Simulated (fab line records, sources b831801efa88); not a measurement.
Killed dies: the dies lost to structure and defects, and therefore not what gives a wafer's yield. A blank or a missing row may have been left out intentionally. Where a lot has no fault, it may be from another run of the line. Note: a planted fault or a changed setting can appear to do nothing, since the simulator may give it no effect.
Chamber matching || flow sky130 || cmp-02 running SKY_CONTACT_CMP_04: 4 sister chambers
The step polishes SiO2. 22 wafers are shown with their chamber, then 11 later ones without.

WAFERS, EACH WITH ITS CHAMBER
{"wafer": "L074.1", "chamber": 1, "motorCurrentA (A)": 10.5, "timeToEndpointS (s)": 87, "slurryFlowMlMin": 149.3}
{"wafer": "L074.2", "chamber": 0, "motorCurrentA (A)": 13.6, "timeToEndpointS (s)": 87, "slurryFlowMlMin": 150.7}
{"wafer": "L074.4", "chamber": 3, "motorCurrentA (A)": 11.3, "timeToEndpointS (s)": 87, "slurryFlowMlMin": 149.8}
{"wafer": "L075.3", "chamber": 2, "motorCurrentA (A)": 12.2, "timeToEndpointS (s)": 78, "slurryFlowMlMin": 150.1}
{"wafer": "L075.5", "chamber": 1, "motorCurrentA (A)": 11.0, "timeToEndpointS (s)": 80, "slurryFlowMlMin": 150.7}
{"wafer": "L075.6", "chamber": 0, "motorCurrentA (A)": 13.5, "timeToEndpointS (s)": 78, "slurryFlowMlMin": 149.8}
{"wafer": "L082.1", "chamber": 2, "motorCurrentA (A)": 12.8, "timeToEndpointS (s)": 82, "slurryFlowMlMin": 149.7}
{"wafer": "L082.3", "chamber": 3, "motorCurrentA (A)": 10.6, "timeToEndpointS (s)": 83, "slurryFlowMlMin": 149.7}
{"wafer": "L082.5", "chamber": 1, "motorCurrentA (A)": 10.6, "timeToEndpointS (s)": 84, "slurryFlowMlMin": 149.8}
{"wafer": "L083.2", "chamber": 1, "motorCurrentA (A)": 11.1, "timeToEndpointS (s)": 83, "slurryFlowMlMin": 150.2}
{"wafer": "L083.3", "chamber": 0, "motorCurrentA (A)": 12.8, "timeToEndpointS (s)": 80, "slurryFlowMlMin": 150.0}
{"wafer": "L083.4", "chamber": 2, "motorCurrentA (A)": 13.0, "timeToEndpointS (s)": 83, "slurryFlowMlMin": 150.5}
{"wafer": "L085.3", "chamber": 3, "motorCurrentA (A)": 10.2, "timeToEndpointS (s)": 86, "slurryFlowMlMin": 150.4}
{"wafer": "L085.4", "chamber": 1, "motorCurrentA (A)": 10.6, "timeToEndpointS (s)": 80, "slurryFlowMlMin": 149.8}
{"wafer": "L085.5", "chamber": 0, "motorCurrentA (A)": 13.4, "timeToEndpointS (s)": 82, "slurryFlowMlMin": 149.7}
{"wafer": "L088.3", "chamber": 2, "motorCurrentA (A)": 12.6, "timeToEndpointS (s)": 74, "slurryFlowMlMin": 150.5}
{"wafer": "L088.5", "chamber": 3, "motorCurrentA (A)": 11.2, "timeToEndpointS (s)": 79, "slurryFlowMlMin": 149.2}
{"wafer": "L088.6", "chamber": 2, "motorCurrentA (A)": 13.2, "timeToEndpointS (s)": 79, "slurryFlowMlMin": 150.5}
{"wafer": "L092.1", "chamber": 0, "motorCurrentA (A)": 13.4, "timeToEndpointS (s)": 84, "slurryFlowMlMin": 149.8}
{"wafer": "L092.3", "chamber": 3, "motorCurrentA (A)": 10.8, "timeToEndpointS (s)": 88, "slurryFlowMlMin": 150.1}
{"wafer": "L092.5", "chamber": 1, "motorCurrentA (A)": 11.1, "timeToEndpointS (s)": 82, "slurryFlowMlMin": 150.4}
{"wafer": "L093.3", "chamber": 1, "motorCurrentA (A)": 11.2, "timeToEndpointS (s)": 78, "slurryFlowMlMin": 150.8}

SIGNATURES, as means of the wafers listed above
{"reading": "motorCurrentA", "chamber 0": 13.340, "chamber 1": 10.871, "chamber 2": 12.760, "chamber 3": 10.820, "scatter within a chamber": 0.358}
{"reading": "timeToEndpointS", "chamber 0": 82.20, "chamber 1": 82.00, "chamber 2": 79.20, "chamber 3": 84.60, "scatter within a chamber": 3.39}
{"reading": "slurryFlowMlMin", "chamber 0": 150.000, "chamber 1": 150.143, "chamber 2": 150.260, "chamber 3": 149.840, "scatter within a chamber": 0.456}
Rule: distance of a wafer from a chamber = root of the sum over the readings of ((wafer's reading minus chamber's mean) / reading's scatter) squared. If the next closest chamber is less than 2 further off than the closest, the wafer can't be placed; otherwise it belongs to the closest. The scatter is the square root of a quotient: the sum, over the shown wafers, of each reading's squared deviation from its chamber's mean, divided by wafers minus chambers.

WAFERS WITHOUT THEIR CHAMBER
{"wafer": "L093.4", "motorCurrentA (A)": 10.7, "timeToEndpointS (s)": 79, "slurryFlowMlMin": 149.5}
{"wafer": "L093.5", "motorCurrentA (A)": 13.1, "timeToEndpointS (s)": 77, "slurryFlowMlMin": 151.3}
{"wafer": "L094.1", "motorCurrentA (A)": 13.1, "timeToEndpointS (s)": 79, "slurryFlowMlMin": 150.0}
{"wafer": "L094.2", "motorCurrentA (A)": 13.3, "timeToEndpointS (s)": 82, "slurryFlowMlMin": 149.8}
{"wafer": "L094.5", "motorCurrentA (A)": 14.0, "timeToEndpointS (s)": 82, "slurryFlowMlMin": 149.4}
{"wafer": "L095.2", "motorCurrentA (A)": 13.0, "timeToEndpointS (s)": 82, "slurryFlowMlMin": 150.2}
{"wafer": "L095.3", "motorCurrentA (A)": 10.6, "timeToEndpointS (s)": 83, "slurryFlowMlMin": 148.8}
{"wafer": "L095.5", "motorCurrentA (A)": 13.4, "timeToEndpointS (s)": 88, "slurryFlowMlMin": 151.3}
{"wafer": "L096.1", "motorCurrentA (A)": 11.0, "timeToEndpointS (s)": 85, "slurryFlowMlMin": 150.2}
{"wafer": "L096.3", "motorCurrentA (A)": 12.9, "timeToEndpointS (s)": 86, "slurryFlowMlMin": 150.1}
{"wafer": "L096.4", "motorCurrentA (A)": 12.7, "timeToEndpointS (s)": 86, "slurryFlowMlMin": 150.2}

EACH ONE'S CHAMBER
{"wafer": "L093.4", "from the rows above": "can't be placed: 1 or 3", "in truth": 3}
{"wafer": "L093.5", "from the rows above": "can't be placed: 2 or 0", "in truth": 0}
{"wafer": "L094.1", "from the rows above": "can't be placed: 2 or 0", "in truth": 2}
{"wafer": "L094.2", "from the rows above": "can't be placed: 0 or 2", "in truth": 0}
{"wafer": "L094.5", "from the rows above": "can't be placed: 0 or 2", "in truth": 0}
{"wafer": "L095.2", "from the rows above": "can't be placed: 0 or 2", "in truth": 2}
{"wafer": "L095.3", "from the rows above": "can't be placed: 3 or 1", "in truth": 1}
{"wafer": "L095.5", "from the rows above": "can't be placed: 0 or 2", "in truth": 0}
{"wafer": "L096.1", "from the rows above": "can't be placed: 3 or 1", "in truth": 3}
{"wafer": "L096.3", "from the rows above": "can't be placed: 0 or 2", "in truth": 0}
{"wafer": "L096.4", "from the rows above": "can't be placed: 2 or 0", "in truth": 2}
Correct placement for 0 of the 11. Cannot be placed on the basis of these rows: 11; the candidates contain the true chamber in 11. Wrongly placed: 0.
